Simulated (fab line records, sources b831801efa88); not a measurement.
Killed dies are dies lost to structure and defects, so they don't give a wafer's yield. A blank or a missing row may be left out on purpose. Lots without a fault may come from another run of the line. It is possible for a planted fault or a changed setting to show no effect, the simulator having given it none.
One fault through the eyes of 2 desks | flow sky130 | each desk holds nothing but its own numbers, with what lay behind them at the end

## AT THE METROLOGY DESK
Means of the sampled wafers that have a number, per lot and without regard to the tool the lot ran on: this is what the gauges read. Any lot whose mean is over 4 standard deviations away from the usual mean is out of limits and marked OUT; that distance is given in the brackets.
Columns: A = METAL5_ALCU_RS at SKY_METAL5_RS_MEAS_05, usual 0.02715 ohm/sq; B = METAL5_ALCU_THK at SKY_METAL5_THK_MEAS_06, usual 1156 nm
lot  | first seen here | A                 | B
L762 | day 42 10:33    | 0.02696           | 1165
L763 | day 42 17:32    | 0.02706           | 1166
L764 | day 43 01:19    | 0.02712           | 1153
L765 | day 43 11:07    | 0.02723           | 1149
L768 | day 44 13:11    | 0.02722           | 1152
L767 | day 44 16:17    | 0.02712           | 1157
L770 | day 44 20:58    | 0.02729           | 1149
L776 | day 46 08:52    | 0.03030 (+12) OUT | 1044 (-8.6) OUT
L781 | day 47 18:42    | 0.02697           | 1163
L784 | day 48 05:01    | 0.02727           | 1147
This desk reports L776 out of limits; the earliest was L776 at day 46 08:52 (METAL5_ALCU_RS at SKY_METAL5_RS_MEAS_05). L762, L763, L764, L765, L768, L767, L770, L781, L784: within limits.

## AT THE TOOL OWNER'S DESK: pvdSputter-03
The tool's own readings at SKY_METAL5_SPUTTER_02 (material AlCu, target thk 1150 nm, time 61.2 s): means of the sampled wafers that have a number, for each lot that ran on this tool. Any lot whose mean is over 4 standard deviations away from the usual mean is out of limits and marked OUT; that distance is given in the brackets.
Columns: A = throttleValvePct at SKY_METAL5_SPUTTER_02, usual 30.3 %
lot  | first seen here | A
L764 | day 43 01:10    | 30.4
L765 | day 43 11:00    | 30.7
L768 | day 44 13:03    | 30.5
L767 | day 44 16:10    | 30.3
L776 | day 46 08:42    | 30.9
This desk's finding: nothing out of limits on any of the 5 lots.

## TAKEN TOGETHER
L776 would have let the metrology desk raise an alarm at day 46 08:52.
The desk of the tool owner found nothing out of limits.
On record at the tool owner's desk: L776, within its limits.
SKY_METAL5_SPUTTER_02 was run on pvdSputter-03 by each of the lots named.

## WHAT HAD BEEN PUT IN BY THE SIMULATOR
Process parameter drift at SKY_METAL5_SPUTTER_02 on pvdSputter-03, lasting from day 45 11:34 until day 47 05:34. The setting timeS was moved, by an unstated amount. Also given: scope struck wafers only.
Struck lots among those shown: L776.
Per desk, hours elapsed from the start of the fault to the first reading out of limits: for the metrology desk, 21.
